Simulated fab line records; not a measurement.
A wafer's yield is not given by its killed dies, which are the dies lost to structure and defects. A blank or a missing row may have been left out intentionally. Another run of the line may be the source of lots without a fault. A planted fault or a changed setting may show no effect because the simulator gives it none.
What tool caused it? || flow gf180mcu || 17 wafers from 6 lots sampled at 2 of the route's 602 steps

WHAT THE GAUGES SHOWED, per wafer
GF_VT_IMPLANT_RS_MEAS_49: measures by four-point-probe.
{"lot": "L867", "measured": "day 8 01:04", "on": "film_metro-03", "MVPSD_RS (ohm/sq)": "1166 1167 1167"}
{"lot": "L869", "measured": "day 8 14:16", "on": "film_metro-03", "MVPSD_RS (ohm/sq)": "1168 1167 1168"}
{"lot": "L871", "measured": "day 9 03:13", "on": "film_metro-04", "MVPSD_RS (ohm/sq)": "1162 1163 1161"}
{"lot": "L874", "measured": "day 9 22:22", "on": "film_metro-04", "MVPSD_RS (ohm/sq)": "1167 1173 1167"}
{"lot": "L876", "measured": "day 10 13:46", "on": "film_metro-03", "MVPSD_RS (ohm/sq)": "1169 1166 1167"}
{"lot": "L882", "measured": "day 12 05:09", "on": "film_metro-04", "MVPSD_RS (ohm/sq)": "1224 1228"}

EACH LOT AND THE TOOL THAT RAN IT (in order: tool; ch and the chambers of the sampled wafers; start)
{"lot": "L867", "GF_MVPSD_IMPLANT_09": "implanter-04 ch 0, day 5 12:40"}
{"lot": "L869", "GF_MVPSD_IMPLANT_09": "implanter-04 ch 0, day 6 00:23"}
{"lot": "L871", "GF_MVPSD_IMPLANT_09": "implanter-01 ch 0, day 6 12:59"}
{"lot": "L874", "GF_MVPSD_IMPLANT_09": "implanter-01 ch 0, day 7 05:44"}
{"lot": "L876", "GF_MVPSD_IMPLANT_09": "implanter-04 ch 0, day 7 18:25"}
{"lot": "L882", "GF_MVPSD_IMPLANT_09": "implanter-03 ch 0, day 9 03:10"}
- GF_MVPSD_IMPLANT_09

THE ANSWER, worked out from the rows above alone
Rule: the usual values come from the lots themselves. Put in order of their means at a reading, lots are off if they are a third of the lots or fewer, leave a main group of 4 or more, and stand apart from it by a gap of 3 or more times the standard deviation of the main group's means; of several such gaps the widest counts. Not used: any main group whose means are identical at the precision the tables above print for the reading. Also off: a lot with no number at a reading for which 4 or more lots have one. Any other lot the step has rows for is counted as sound.
Off: L882, at GF_VT_IMPLANT_RS_MEAS_49 (MVPSD_RS). The main group has a mean of 1167 ohm/sq with a standard deviation of 2.4.
If a tool, at a process step before that reading, ran all the lots that are off and no sound lot after the first of them, it fits. Gauges at GF_VT_IMPLANT_RS_MEAS_49: tried the same way as those tools. Undecided on this evidence; 2 tools fit (implanter-03 at GF_MVPSD_IMPLANT_09, film_metro-04 at GF_VT_IMPLANT_RS_MEAS_49).

WHAT THE SIMULATOR HAD INSERTED
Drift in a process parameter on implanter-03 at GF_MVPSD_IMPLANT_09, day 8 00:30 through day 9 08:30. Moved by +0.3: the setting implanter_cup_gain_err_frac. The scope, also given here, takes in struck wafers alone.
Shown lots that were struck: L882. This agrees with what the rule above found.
